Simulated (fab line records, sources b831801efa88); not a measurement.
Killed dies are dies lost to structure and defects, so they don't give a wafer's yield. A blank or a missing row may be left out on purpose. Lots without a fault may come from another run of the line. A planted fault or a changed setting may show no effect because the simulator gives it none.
Chamber matching | flow gf180mcu | GF_V2_CVD_00 on hdpcvd-01: 3 sister chambers
The step deposits SiO2, target thk 600 nm, time 100 s. 16 wafers are shown with their chamber, then 8 later ones without.

WAFERS WITH THEIR CHAMBER
wafer  | chamber | pressure_mtorr (mTorr) | susceptor_temp_C (C)
L705.1 | 0       | 5.990                  | 400.13
L705.2 | 2       | 6.010                  | 400.49
L705.4 | 0       | 6.003                  | 400.10
L707.2 | 0       | 6.000                  | 400.02
L707.4 | 0       | 5.990                  | 399.64
L707.6 | 1       | 5.994                  | 400.48
L708.1 | 0       | 5.977                  | 399.94
L708.3 | 1       | 6.012                  | 399.74
L708.6 | 1       | 6.004                  | 399.87
L709.2 | 1       | 5.997                  | 400.59
L709.4 | 1       | 6.002                  | 400.19
L709.6 | 0       | 5.994                  | 399.88
L710.1 | 2       | 6.015                  | 400.27
L710.3 | 1       | 6.013                  | 399.88
L710.4 | 2       | 6.028                  | 399.67
L713.3 | 1       | 6.009                  | 399.93

SIGNATURES (means of the wafers above)
reading          | chamber 0 | chamber 1 | chamber 2 | scatter within a chamber
pressure_mtorr   | 5.99233   | 6.00443   | 6.01767   | 0.00839
susceptor_temp_C | 399.9517  | 400.0971  | 400.1433  | 0.3
Rule: a wafer's distance from a chamber is the root of the sum, over the readings, of the square of ((its reading less the chamber's mean) divided by the reading's scatter). The wafer belongs to the nearest chamber; if the next one is less than 2 further off, it can't be placed. The scatter: the root of (the sum of the squares of (reading less its chamber's mean) over the shown wafers, divided by (wafers less chambers)).

WAFERS WITHOUT THEIR CHAMBER
wafer  | pressure_mtorr (mTorr) | susceptor_temp_C (C)
L713.5 | 5.999                  | 400.07
L713.6 | 5.990                  | 399.90
L723.2 | 5.982                  | 400.13
L723.4 | 5.992                  | 399.68
L723.6 | 6.018                  | 400.17
L725.1 | 5.974                  | 400.20
L725.2 | 6.002                  | 399.73
L725.6 | 5.985                  | 399.81

WHICH CHAMBER EACH WENT THROUGH
wafer  | from the rows above          | in truth
L713.5 | can't be placed: 1 or 0 or 2 | 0
L713.6 | can't be placed: 0 or 1      | 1
L723.2 | can't be placed: 0 or 1      | 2
L723.4 | can't be placed: 0 or 1      | 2
L723.6 | can't be placed: 2 or 1      | 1
L725.1 | can't be placed: 0 or 1      | 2
L725.2 | can't be placed: 1 or 0 or 2 | 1
L725.6 | can't be placed: 0 or 1      | 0
Placed correctly: 0 of 8. Can't be placed from these rows: 8 (the true chamber is among the candidates in 5). Placed wrongly: 0.
